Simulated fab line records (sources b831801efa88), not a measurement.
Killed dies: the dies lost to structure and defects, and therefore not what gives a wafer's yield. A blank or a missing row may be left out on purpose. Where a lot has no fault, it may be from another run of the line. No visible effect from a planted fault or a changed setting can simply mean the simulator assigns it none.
fab line records / flow sky130
record lots=7 wafers=21 last-day=49
route steps=708 shown METAL3@572 VIA3@573 PAD_OPEN@708
lots that met no fault: taken from a fault-free run of the same line
start-h: start of the lot's first displayed wafer, in hours after the record's first day / wait-h: how many hours have passed since the lot's step before this one / " identical to the entry in the row above / L1.1+2: a row that stands for several wafers / - no value, or no start was given / * or withheld: withheld / < > ~ a bound
route shown NAME@n: NAME is a module with steps in the file, n the number in the route of the first one / usual: average and standard deviation across the fault-free wafers / same: alike in all rows / chamber/n: place in a boat / sites: per-site readings / _std_site: standard deviation of those values / _edge_site: the outer-site mean with the inner-site mean subtracted / radius-mm: how far each site lies from the wafer's centre / mask NAME#n: copy n / behind: the last tool/chamber to shape the wafer / hold: cause of the lot's hold/its duration in hours/its outcome / device: names the non-switching transistor (n, p or np) / end of line: the tests these same wafers got at the end of their route / a step with no rows: only its recipe / killed: count of dies lost to structure and defects at first sort (not the wafer's yield) / map: dies across one wafer; x = killed, . = not, _ = none there
set.NAME: setting as actually run; set.NAME@STEP: the setting as run at that earlier step / model.NAME: the simulator's own value behind a step, which no gauge read
a table for each step, a row for each wafer; lots at some steps of the route
services: the hour from which a tool's chamber was out of use, counted from the record's first day as start-h (under 0 if before that day), plus the number of hours and why
## steps
# step SKY_METAL3_CLEAN_22
# recipe chemistry=O3/DIW dry=n2-spin
# step SKY_VIA3_HDPCVD_00
# recipe material=SiO2 target-thk-nm=1635 sigma-open-frac=0.3 time-s=272.5 temp-c=400 sih4-flow-sccm=60 pressure-mtorr=6
# step SKY_VIA3_THK_MEAS_01
# recipe reads=SiO2_of_VIA3_HDPCVD_00
# usual VIA3_HDPCVD_THK=1627/19
lot.wafer=L609.1 tool=film-metro-02 chamber=- start-h=933.78 wait-h=0.1 VIA3_HDPCVD_THK[nm]=1648
lot.wafer=L609.4 tool=film-metro-02 chamber=- start-h=933.78 wait-h=0.1 VIA3_HDPCVD_THK[nm]=1607
lot.wafer=L609.6 tool=film-metro-02 chamber=- start-h=933.78 wait-h=0.1 VIA3_HDPCVD_THK[nm]=1645
lot.wafer=L617.2 tool=film-metro-03 chamber=- start-h=989.27 wait-h=0.1 VIA3_HDPCVD_THK[nm]=1601
lot.wafer=L617.3 tool=film-metro-03 chamber=- start-h=989.27 wait-h=0.1 VIA3_HDPCVD_THK[nm]=1618
lot.wafer=L617.6 tool=film-metro-03 chamber=- start-h=989.27 wait-h=0.1 VIA3_HDPCVD_THK[nm]=1633
lot.wafer=L619.3 tool=film-metro-02 chamber=- start-h=999.59 wait-h=0.1 VIA3_HDPCVD_THK[nm]=1641
lot.wafer=L619.4 tool=film-metro-02 chamber=- start-h=999.59 wait-h=0.1 VIA3_HDPCVD_THK[nm]=1626
lot.wafer=L619.6 tool=film-metro-02 chamber=- start-h=999.59 wait-h=0.1 VIA3_HDPCVD_THK[nm]=1630
lot.wafer=L620.1 tool=film-metro-03 chamber=- start-h=1003.71 wait-h=0.1 VIA3_HDPCVD_THK[nm]=1619
lot.wafer=L620.3 tool=film-metro-03 chamber=- start-h=1003.71 wait-h=0.1 VIA3_HDPCVD_THK[nm]=1602
lot.wafer=L620.5 tool=film-metro-03 chamber=- start-h=1003.71 wait-h=0.1 VIA3_HDPCVD_THK[nm]=1615
lot.wafer=L621.3 tool=film-metro-02 chamber=- start-h=1012.87 wait-h=0.1 VIA3_HDPCVD_THK[nm]=1634
lot.wafer=L621.5 tool=film-metro-02 chamber=- start-h=1012.87 wait-h=0.1 VIA3_HDPCVD_THK[nm]=1611
lot.wafer=L621.6 tool=film-metro-02 chamber=- start-h=1012.87 wait-h=0.1 VIA3_HDPCVD_THK[nm]=1615
lot.wafer=L622.2 tool=film-metro-02 chamber=- start-h=1018.32 wait-h=0.1 VIA3_HDPCVD_THK[nm]=1644
lot.wafer=L622.4 tool=film-metro-02 chamber=- start-h=1018.32 wait-h=0.1 VIA3_HDPCVD_THK[nm]=1621
lot.wafer=L622.5 tool=film-metro-02 chamber=- start-h=1018.32 wait-h=0.1 VIA3_HDPCVD_THK[nm]=1637
lot.wafer=L623.3 tool=film-metro-04 chamber=- start-h=1034.96 wait-h=0.1 VIA3_HDPCVD_THK[nm]=1609
lot.wafer=L623.4 tool=film-metro-04 chamber=- start-h=1034.96 wait-h=0.1 VIA3_HDPCVD_THK[nm]=1617
lot.wafer=L623.6 tool=film-metro-04 chamber=- start-h=1034.96 wait-h=0.1 VIA3_HDPCVD_THK[nm]=1621
# step SKY_VIA3_CMP_02
# recipe material=SiO2 down-force-psi=4 platen-rpm=60 pad-velocity-m-s=0.94248
# usual motor-current-A=12.1/1.3
lot.wafer=L609.4 tool=cmp-01 chamber=1 start-h=933.84 wait-h=0.0 motor-current-A=11.6
lot.wafer=L609.1 tool=cmp-01 chamber=0 start-h=933.84 wait-h=0.0 motor-current-A=14.3
lot.wafer=L609.6 tool=cmp-01 chamber=1 start-h=933.84 wait-h=0.0 motor-current-A=11.9
lot.wafer=L617.3 tool=cmp-02 chamber=1 start-h=989.32 wait-h=0.0 motor-current-A=10.6
lot.wafer=L617.2 tool=cmp-02 chamber=3 start-h=989.32 wait-h=0.0 motor-current-A=11.2
lot.wafer=L617.6 tool=cmp-02 chamber=1 start-h=989.32 wait-h=0.0 motor-current-A=10.6
lot.wafer=L619.4 tool=cmp-01 chamber=0 start-h=999.74 wait-h=0.1 motor-current-A=14.7
lot.wafer=L619.3 tool=cmp-01 chamber=1 start-h=999.74 wait-h=0.1 motor-current-A=11.2
lot.wafer=L619.6 tool=cmp-01 chamber=3 start-h=999.74 wait-h=0.1 motor-current-A=12.2
lot.wafer=L620.3 tool=cmp-01 chamber=3 start-h=1003.77 wait-h=0.0 motor-current-A=12.7
lot.wafer=L620.1 tool=cmp-01 chamber=0 start-h=1003.77 wait-h=0.0 motor-current-A=14.5
lot.wafer=L620.5 tool=cmp-01 chamber=3 start-h=1003.77 wait-h=0.0 motor-current-A=13.1
lot.wafer=L621.3 tool=cmp-01 chamber=3 start-h=1012.96 wait-h=0.1 motor-current-A=13.1
lot.wafer=L621.5 tool=cmp-01 chamber=2 start-h=1012.96 wait-h=0.1 motor-current-A=11.4
lot.wafer=L621.6 tool=cmp-01 chamber=3 start-h=1012.96 wait-h=0.1 motor-current-A=13.1
lot.wafer=L622.2 tool=cmp-02 chamber=2 start-h=1018.47 wait-h=0.1 motor-current-A=11.4
lot.wafer=L622.4 tool=cmp-02 chamber=3 start-h=1018.47 wait-h=0.1 motor-current-A=10.8
lot.wafer=L622.5 tool=cmp-02 chamber=1 start-h=1018.47 wait-h=0.1 motor-current-A=10.4
lot.wafer=L623.4 tool=cmp-01 chamber=3 start-h=1035.00 wait-h=0.0 motor-current-A=12.2
lot.wafer=L623.3 tool=cmp-01 chamber=1 start-h=1035.00 wait-h=0.0 motor-current-A=11.5
lot.wafer=L623.6 tool=cmp-01 chamber=3 start-h=1035.00 wait-h=0.0 motor-current-A=12.6
# step SKY_VIA3_BOW_MEAS_03
# recipe mode=bow
# usual VIA3_BOW=78/7.4
lot.wafer=L609.1 tool=film-metro-03 chamber=- start-h=934.14 wait-h=0.1 VIA3_BOW[um]=78
lot.wafer=L609.4 tool=film-metro-03 chamber=- start-h=934.14 wait-h=0.1 VIA3_BOW[um]=76
lot.wafer=L609.6 tool=film-metro-03 chamber=- start-h=934.14 wait-h=0.1 VIA3_BOW[um]=78
lot.wafer=L617.2 tool=film-metro-02 chamber=- start-h=989.64 wait-h=0.2 VIA3_BOW[um]=72
lot.wafer=L617.3 tool=film-metro-02 chamber=- start-h=989.64 wait-h=0.2 VIA3_BOW[um]=75
lot.wafer=L617.6 tool=film-metro-02 chamber=- start-h=989.64 wait-h=0.2 VIA3_BOW[um]=76
lot.wafer=L619.3 tool=film-metro-02 chamber=- start-h=999.99 wait-h=0.1 VIA3_BOW[um]=75
lot.wafer=L619.4 tool=film-metro-02 chamber=- start-h=999.99 wait-h=0.1 VIA3_BOW[um]=78
lot.wafer=L619.6 tool=film-metro-02 chamber=- start-h=999.99 wait-h=0.1 VIA3_BOW[um]=87
lot.wafer=L620.1 tool=film-metro-03 chamber=- start-h=1004.07 wait-h=0.2 VIA3_BOW[um]=81
lot.wafer=L620.3 tool=film-metro-03 chamber=- start-h=1004.07 wait-h=0.2 VIA3_BOW[um]=83
lot.wafer=L620.5 tool=film-metro-03 chamber=- start-h=1004.07 wait-h=0.2 VIA3_BOW[um]=80
lot.wafer=L621.3 tool=film-metro-03 chamber=- start-h=1013.25 wait-h=0.2 VIA3_BOW[um]=70
lot.wafer=L621.5 tool=film-metro-03 chamber=- start-h=1013.25 wait-h=0.2 VIA3_BOW[um]=75
lot.wafer=L621.6 tool=film-metro-03 chamber=- start-h=1013.25 wait-h=0.2 VIA3_BOW[um]=76
lot.wafer=L622.2 tool=film-metro-04 chamber=- start-h=1018.69 wait-h=0.2 VIA3_BOW[um]=75
lot.wafer=L622.4 tool=film-metro-04 chamber=- start-h=1018.69 wait-h=0.2 VIA3_BOW[um]=72
lot.wafer=L622.5 tool=film-metro-04 chamber=- start-h=1018.69 wait-h=0.2 VIA3_BOW[um]=87
lot.wafer=L623.3 tool=film-metro-02 chamber=- start-h=1035.34 wait-h=0.2 VIA3_BOW[um]=73
lot.wafer=L623.4 tool=film-metro-02 chamber=- start-h=1035.34 wait-h=0.2 VIA3_BOW[um]=83
lot.wafer=L623.6 tool=film-metro-02 chamber=- start-h=1035.34 wait-h=0.2 VIA3_BOW[um]=79
# step SKY_VIA3_DEHYDRATE_04
# recipe temp-c=200 time-s=60
# step SKY_VIA3_HMDS_05
# recipe prime-time-s=60 prime-temp-c=120
# step SKY_VIA3_COAT_06
# recipe resist=BARC temp-c=withheld time-s=withheld spin-rpm=3000 resist-thk-nm=60
# step SKY_VIA3_COAT_07
# recipe resist=KrF-thick spin-rpm=3000 resist-thk-nm=450
# step SKY_VIA3_SOFTBAKE_08
# recipe temp-c=100 time-s=90 resist=KrF-thick
# step SKY_VIA3_EXPOSE_09
# recipe mask-id=VIM3 na=0.8 source-shape=annular sigma-inner=0.55 sigma-outer=0.85 target-cd-nm=200 dose-mj=38
# step SKY_VIA3_PEB_10
# recipe peb-temp-c=withheld peb-time-s=withheld resist=KrF-thick
# step SKY_VIA3_DEVELOP_11
# recipe develop-time-s=60 resist=KrF-thick dev-temp-c=21
# usual chill-plate-temp-C=22.98/0.093 developer-temp-C=21.01/0.12
lot.wafer=L609.1 tool=litho-track-02 chamber=0 start-h=958 wait-h=- chill-plate-temp-C=22.86 developer-temp-C=20.91
lot.wafer=L609.4 tool=litho-track-02 chamber=0 start-h=958 wait-h=- chill-plate-temp-C=22.91 developer-temp-C=20.63
lot.wafer=L609.6 tool=litho-track-02 chamber=0 start-h=958 wait-h=- chill-plate-temp-C=22.97 developer-temp-C=20.85
lot.wafer=L617.2 tool=litho-track-03 chamber=0 start-h=1012 wait-h=- chill-plate-temp-C=23.06 developer-temp-C=21.05
lot.wafer=L617.3 tool=litho-track-03 chamber=0 start-h=1012 wait-h=- chill-plate-temp-C=22.93 developer-temp-C=21.03
lot.wafer=L617.6 tool=litho-track-03 chamber=0 start-h=1012 wait-h=- chill-plate-temp-C=23.02 developer-temp-C=21.10
lot.wafer=L619.3 tool=litho-track-03 chamber=0 start-h=1022 wait-h=- chill-plate-temp-C=22.89 developer-temp-C=21.87
lot.wafer=L619.4 tool=litho-track-03 chamber=0 start-h=1022 wait-h=- chill-plate-temp-C=23.05 developer-temp-C=21.81
lot.wafer=L619.6 tool=litho-track-03 chamber=0 start-h=1022 wait-h=- chill-plate-temp-C=23.02 developer-temp-C=21.70
lot.wafer=L620.1 tool=litho-track-03 chamber=0 start-h=1026 wait-h=- chill-plate-temp-C=23.04 developer-temp-C=21.86
lot.wafer=L620.3 tool=litho-track-03 chamber=0 start-h=1026 wait-h=- chill-plate-temp-C=23.03 developer-temp-C=21.86
lot.wafer=L620.5 tool=litho-track-03 chamber=0 start-h=1026 wait-h=- chill-plate-temp-C=23.02 developer-temp-C=21.95
lot.wafer=L621.3 tool=litho-track-02 chamber=0 start-h=1036 wait-h=- chill-plate-temp-C=22.99 developer-temp-C=21.06
lot.wafer=L621.5 tool=litho-track-02 chamber=0 start-h=1036 wait-h=- chill-plate-temp-C=22.75 developer-temp-C=21.06
lot.wafer=L621.6 tool=litho-track-02 chamber=0 start-h=1036 wait-h=- chill-plate-temp-C=22.81 developer-temp-C=21.08
lot.wafer=L622.2 tool=litho-track-03 chamber=0 start-h=1040 wait-h=- chill-plate-temp-C=23.09 developer-temp-C=21.81
lot.wafer=L622.4 tool=litho-track-03 chamber=0 start-h=1040 wait-h=- chill-plate-temp-C=22.99 developer-temp-C=21.78
lot.wafer=L622.5 tool=litho-track-03 chamber=0 start-h=1040 wait-h=- chill-plate-temp-C=23.13 developer-temp-C=21.73
lot.wafer=L623.3 tool=litho-track-02 chamber=0 start-h=1057 wait-h=- chill-plate-temp-C=22.96 developer-temp-C=20.83
lot.wafer=L623.4 tool=litho-track-02 chamber=0 start-h=1057 wait-h=- chill-plate-temp-C=23.00 developer-temp-C=20.84
lot.wafer=L623.6 tool=litho-track-02 chamber=0 start-h=1057 wait-h=- chill-plate-temp-C=22.79 developer-temp-C=20.91
# step SKY_VIA3_CD_MEAS_12
# recipe target-cd-nm=200
# usual cd-nm=200.5/1.4
lot.wafer=L609.1 tool=cd-sem-01 chamber=- start-h=958.46 wait-h=- cd-nm=202.2
lot.wafer=L609.4 tool=cd-sem-01 chamber=- start-h=958.46 wait-h=- cd-nm=202.1
lot.wafer=L609.6 tool=cd-sem-01 chamber=- start-h=958.46 wait-h=- cd-nm=201.5
lot.wafer=L617.2 tool=cd-sem-01 chamber=- start-h=1012.35 wait-h=- cd-nm=201.0
lot.wafer=L617.3 tool=cd-sem-01 chamber=- start-h=1012.35 wait-h=- cd-nm=201.5
lot.wafer=L617.6 tool=cd-sem-01 chamber=- start-h=1012.35 wait-h=- cd-nm=201.3
lot.wafer=L619.3 tool=cd-sem-02 chamber=- start-h=1022.77 wait-h=- cd-nm=199.8
lot.wafer=L619.4 tool=cd-sem-02 chamber=- start-h=1022.77 wait-h=- cd-nm=201.2
lot.wafer=L619.6 tool=cd-sem-02 chamber=- start-h=1022.77 wait-h=- cd-nm=202.3
lot.wafer=L620.1 tool=cd-sem-01 chamber=- start-h=1026.68 wait-h=- cd-nm=199.7
lot.wafer=L620.3 tool=cd-sem-01 chamber=- start-h=1026.68 wait-h=- cd-nm=200.7
lot.wafer=L620.5 tool=cd-sem-01 chamber=- start-h=1026.68 wait-h=- cd-nm=199.1
lot.wafer=L621.3 tool=cd-sem-02 chamber=- start-h=1036.70 wait-h=- cd-nm=202.1
lot.wafer=L621.5 tool=cd-sem-02 chamber=- start-h=1036.70 wait-h=- cd-nm=203.7
lot.wafer=L621.6 tool=cd-sem-02 chamber=- start-h=1036.70 wait-h=- cd-nm=201.0
lot.wafer=L622.2 tool=cd-sem-01 chamber=- start-h=1041.05 wait-h=- cd-nm=201.4
lot.wafer=L622.4 tool=cd-sem-01 chamber=- start-h=1041.05 wait-h=- cd-nm=200.4
lot.wafer=L622.5 tool=cd-sem-01 chamber=- start-h=1041.05 wait-h=- cd-nm=200.5
lot.wafer=L623.3 tool=cd-sem-02 chamber=- start-h=1057.35 wait-h=- cd-nm=199.8
lot.wafer=L623.4 tool=cd-sem-02 chamber=- start-h=1057.35 wait-h=- cd-nm=199.5
lot.wafer=L623.6 tool=cd-sem-02 chamber=- start-h=1057.35 wait-h=- cd-nm=199.7
# step SKY_PAD_OPEN_PROBE_99
# usual defect-limited-yield=82.4/1.8 killed_at_M0_to_M3=44/6 killed_at_M4_up=2.9/1.5 killed-at-contacts=24/4.9 killed-at-front-end=16/4.3 killed-at-other=0.3/0.54 killed-dies=87/8.7 killed-open=48/6.7 killed-short=39/5.9 sort_bin_3_pad_short=0.9/0.4 sort_bin_5_function=10.5/1.5 sort_bin_6_memory=6.2/1.1 sort-n-pass=405/8.7 sort-yield-pct=82.4/1.8
# same gross-dies=492 killed-at-back-side=0 sort_bin_4_leakage[%]=0 sort_bin_8_speed[%]=0
lot.wafer=L617.2 tool=prober-02 chamber=- start-h=1147.72 wait-h=0.1 defect-limited-yield[%]=81.5 killed_at_M0_to_M3=43 killed_at_M4_up=1 killed-at-contacts=27 killed-at-front-end=19 killed-at-other=1 killed-dies=91 killed-open=52 killed-short=39 sort_bin_3_pad_short[%]=1.2 sort_bin_5_function[%]=10.4 sort_bin_6_memory[%]=6.9 sort-n-pass=401 sort-yield-pct[%]=81.5
lot.wafer=L617.3 tool=prober-02 chamber=- start-h=1147.77 wait-h=0.2 defect-limited-yield[%]=82.1 killed_at_M0_to_M3=35 killed_at_M4_up=5 killed-at-contacts=29 killed-at-front-end=19 killed-at-other=0 killed-dies=88 killed-open=48 killed-short=39 sort_bin_3_pad_short[%]=1.4 sort_bin_5_function[%]=11.6 sort_bin_6_memory[%]=4.9 sort-n-pass=404 sort-yield-pct[%]=82.1
lot.wafer=L617.6 tool=prober-02 chamber=- start-h=1147.92 wait-h=0.2 defect-limited-yield[%]=82.1 killed_at_M0_to_M3=44 killed_at_M4_up=2 killed-at-contacts=22 killed-at-front-end=20 killed-at-other=0 killed-dies=88 killed-open=51 killed-short=37 sort_bin_3_pad_short[%]=1.0 sort_bin_5_function[%]=11.0 sort_bin_6_memory[%]=5.9 sort-n-pass=404 sort-yield-pct[%]=82.1
lot.wafer=L619.3 tool=prober-02 chamber=- start-h=1153.92 wait-h=0.2 defect-limited-yield[%]=81.7 killed_at_M0_to_M3=43 killed_at_M4_up=2 killed-at-contacts=27 killed-at-front-end=18 killed-at-other=0 killed-dies=90 killed-open=55 killed-short=34 sort_bin_3_pad_short[%]=0.6 sort_bin_5_function[%]=12.6 sort_bin_6_memory[%]=5.1 sort-n-pass=402 sort-yield-pct[%]=81.7
lot.wafer=L619.4 tool=prober-02 chamber=- start-h=1153.97 wait-h=0.2 defect-limited-yield[%]=80.1 killed_at_M0_to_M3=38 killed_at_M4_up=7 killed-at-contacts=34 killed-at-front-end=19 killed-at-other=0 killed-dies=98 killed-open=56 killed-short=42 sort_bin_3_pad_short[%]=1.6 sort_bin_5_function[%]=10.8 sort_bin_6_memory[%]=7.5 sort-n-pass=394 sort-yield-pct[%]=80.1
lot.wafer=L619.6 tool=prober-02 chamber=- start-h=1154.07 wait-h=0.2 defect-limited-yield[%]=82.1 killed_at_M0_to_M3=49 killed_at_M4_up=2 killed-at-contacts=18 killed-at-front-end=18 killed-at-other=1 killed-dies=88 killed-open=47 killed-short=40 sort_bin_3_pad_short[%]=0.6 sort_bin_5_function[%]=11.4 sort_bin_6_memory[%]=5.9 sort-n-pass=404 sort-yield-pct[%]=82.1
lot.wafer=L620.1 tool=prober-01 chamber=- start-h=1157.41 wait-h=0.1 defect-limited-yield[%]=82.3 killed_at_M0_to_M3=48 killed_at_M4_up=2 killed-at-contacts=21 killed-at-front-end=16 killed-at-other=0 killed-dies=87 killed-open=50 killed-short=37 sort_bin_3_pad_short[%]=1.4 sort_bin_5_function[%]=10.4 sort_bin_6_memory[%]=5.9 sort-n-pass=405 sort-yield-pct[%]=82.3
lot.wafer=L620.3 tool=prober-01 chamber=- start-h=1157.51 wait-h=0.2 defect-limited-yield[%]=84.3 killed_at_M0_to_M3=38 killed_at_M4_up=3 killed-at-contacts=28 killed-at-front-end=8 killed-at-other=0 killed-dies=77 killed-open=44 killed-short=32 sort_bin_3_pad_short[%]=0.6 sort_bin_5_function[%]=9.6 sort_bin_6_memory[%]=5.5 sort-n-pass=415 sort-yield-pct[%]=84.3
lot.wafer=L620.5 tool=prober-01 chamber=- start-h=1157.61 wait-h=0.2 defect-limited-yield[%]=81.9 killed_at_M0_to_M3=46 killed_at_M4_up=3 killed-at-contacts=19 killed-at-front-end=20 killed-at-other=1 killed-dies=89 killed-open=45 killed-short=44 sort_bin_3_pad_short[%]=0.6 sort_bin_5_function[%]=11.8 sort_bin_6_memory[%]=5.7 sort-n-pass=403 sort-yield-pct[%]=81.9
lot.wafer=L621.3 tool=prober-02 chamber=- start-h=1165.47 wait-h=0.2 defect-limited-yield[%]=82.9 killed_at_M0_to_M3=41 killed_at_M4_up=2 killed-at-contacts=26 killed-at-front-end=14 killed-at-other=1 killed-dies=84 killed-open=50 killed-short=34 sort_bin_3_pad_short[%]=0.4 sort_bin_5_function[%]=10.6 sort_bin_6_memory[%]=6.1 sort-n-pass=408 sort-yield-pct[%]=82.9
lot.wafer=L621.5 tool=prober-02 chamber=- start-h=1165.57 wait-h=0.2 defect-limited-yield[%]=81.1 killed_at_M0_to_M3=54 killed_at_M4_up=3 killed-at-contacts=25 killed-at-front-end=10 killed-at-other=1 killed-dies=93 killed-open=43 killed-short=50 sort_bin_3_pad_short[%]=0.8 sort_bin_5_function[%]=11.4 sort_bin_6_memory[%]=6.7 sort-n-pass=399 sort-yield-pct[%]=81.1
lot.wafer=L621.6 tool=prober-02 chamber=- start-h=1165.62 wait-h=0.2 defect-limited-yield[%]=83.3 killed_at_M0_to_M3=46 killed_at_M4_up=3 killed-at-contacts=22 killed-at-front-end=11 killed-at-other=0 killed-dies=82 killed-open=47 killed-short=35 sort_bin_3_pad_short[%]=0.8 sort_bin_5_function[%]=8.9 sort_bin_6_memory[%]=6.9 sort-n-pass=410 sort-yield-pct[%]=83.3
# killed by level:class
L617.2 VIA1:geometric-particle:open=12 CONTACT:geometric-particle:open=11 LI_CONTACT:geometric-particle:open=7 VIA2:geometric-particle:open=7 FIELD_ISO:geometric-particle:short=6 VIA1:geometric-particle:short=5 METAL1:geometric-particle:short=5 FIELD_ISO:geometric-particle:open=4
L617.3 CONTACT:geometric-particle:open=11 VIA1:geometric-particle:open=9 LI_CONTACT:geometric-particle:open=7 METAL1:geometric-particle:short=6 POLY_GATE:geometric-particle:open=5 VIA2:geometric-particle:open=5 METAL4:geometric-particle:short=5 POLY_GATE:geometric-particle:short=4
L617.6 VIA1:geometric-particle:open=13 CONTACT:geometric-particle:open=7 METAL2:geometric-particle:short=7 LI_CONTACT:geometric-particle:open=6 CONTACT:geometric-particle:short=6 VIA3:geometric-particle:open=6 POLY_GATE:geometric-particle:open=5 VIA2:geometric-particle:open=4
L619.3 VIA3:geometric-particle:open=10 VIA1:geometric-particle:open=9 CONTACT:geometric-particle:open=8 LI_CONTACT:geometric-particle:open=7 METAL1:geometric-particle:short=6 POLY_GATE:geometric-particle:open=5 FIELD_ISO:geometric-particle:open=4 FIELD_ISO:geometric-particle:short=4
L619.4 CONTACT:geometric-particle:open=15 CONTACT:geometric-particle:short=7 METAL2:geometric-particle:short=7 VIA1:geometric-particle:open=7 POLY_GATE:geometric-particle:open=6 VIA3:geometric-particle:open=6 LOCAL_INTERCONNECT:geometric-particle:open=5 VIA2:geometric-particle:open=5
L619.6 VIA3:geometric-particle:open=7 POLY_GATE:geometric-particle:short=6 LI_CONTACT:geometric-particle:open=6 CONTACT:geometric-particle:open=6 METAL1:geometric-particle:short=6 VIA1:geometric-particle:open=6 VIA2:geometric-particle:open=6 METAL2:geometric-particle:short=5
L620.1 VIA1:geometric-particle:open=13 CONTACT:geometric-particle:open=8 POLY_GATE:geometric-particle:short=8 LI_CONTACT:geometric-particle:open=8 VIA1:geometric-particle:short=7 VIA2:geometric-particle:open=6 VIA3:geometric-particle:open=5 POLY_GATE:geometric-particle:open=4
L620.3 LI_CONTACT:geometric-particle:open=9 CONTACT:geometric-particle:open=8 VIA2:geometric-particle:open=8 VIA1:geometric-particle:open=8 VIA1:geometric-particle:short=6 CONTACT:geometric-particle:short=5 LI_CONTACT:geometric-particle:short=4 VIA3:geometric-particle:short=4
L620.5 VIA1:geometric-particle:open=13 METAL1:geometric-particle:short=9 CONTACT:geometric-particle:open=7 LI_CONTACT:geometric-particle:open=5 VIA1:geometric-particle:short=5 VIA3:geometric-particle:open=5 FIELD_ISO:geometric-particle:short=4 FIELD_ISO:geometric-particle:open=4
L621.3 VIA1:geometric-particle:open=11 LI_CONTACT:geometric-particle:open=9 CONTACT:geometric-particle:open=8 VIA1:geometric-particle:short=8 VIA3:geometric-particle:open=7 FIELD_ISO:geometric-particle:open=5 CONTACT:geometric-particle:short=5 VIA3:geometric-particle:short=5
L621.5 VIA1:geometric-particle:open=9 CONTACT:geometric-particle:short=8 CONTACT:geometric-particle:open=8 METAL1:geometric-particle:short=7 METAL2:geometric-particle:short=7 METAL3:geometric-particle:short=7 VIA2:geometric-particle:open=6 VIA3:geometric-particle:open=5
L621.6 VIA1:geometric-particle:open=12 CONTACT:geometric-particle:open=7 VIA2:geometric-particle:open=7 VIA1:geometric-particle:short=7 VIA3:geometric-particle:open=7 LI_CONTACT:geometric-particle:open=6 CONTACT:geometric-particle:short=4 METAL1:geometric-particle:short=4
## services
tool=cmp-02 chamber=- start-h=912.77 hours=4.0 kind=pm
tool=cmp-02 chamber=- start-h=916.77 hours=- kind=consumable-replace:conditioner
tool=cmp-02 chamber=- start-h=916.77 hours=- kind=consumable-replace:pad
tool=cmp-01 chamber=- start-h=918.79 hours=1.3 kind=repair
tool=cmp-01 chamber=- start-h=943.33 hours=0.4 kind=repair
tool=cmp-01 chamber=- start-h=960.52 hours=2.7 kind=repair
tool=cmp-02 chamber=- start-h=984.65 hours=1.8 kind=repair
tool=cmp-01 chamber=- start-h=985.36 hours=4.5 kind=repair
tool=cmp-02 chamber=- start-h=1007.31 hours=0.2 kind=repair
## key
first-sign step=SKY_VIA3_DEVELOP_11 reading=developer-temp-C direction=up sigmas=6.9 usual=* struck=*
effect none on later readings
met-at SKY_VIA3_DEVELOP_11
struck-wafers L619.3,L619.4,L619.6,L620.1,L620.3,L620.5,L622.2,L622.4,L622.5
onset-between 1012 1022
fault kind=process-parameter-drift tool=litho-track-03 chamber=- onset-h=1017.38 steps=SKY_VIA3_DEVELOP_11 channel=dev-temp-c offset=* shape=step end-h=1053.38 acts-in=* stated=*
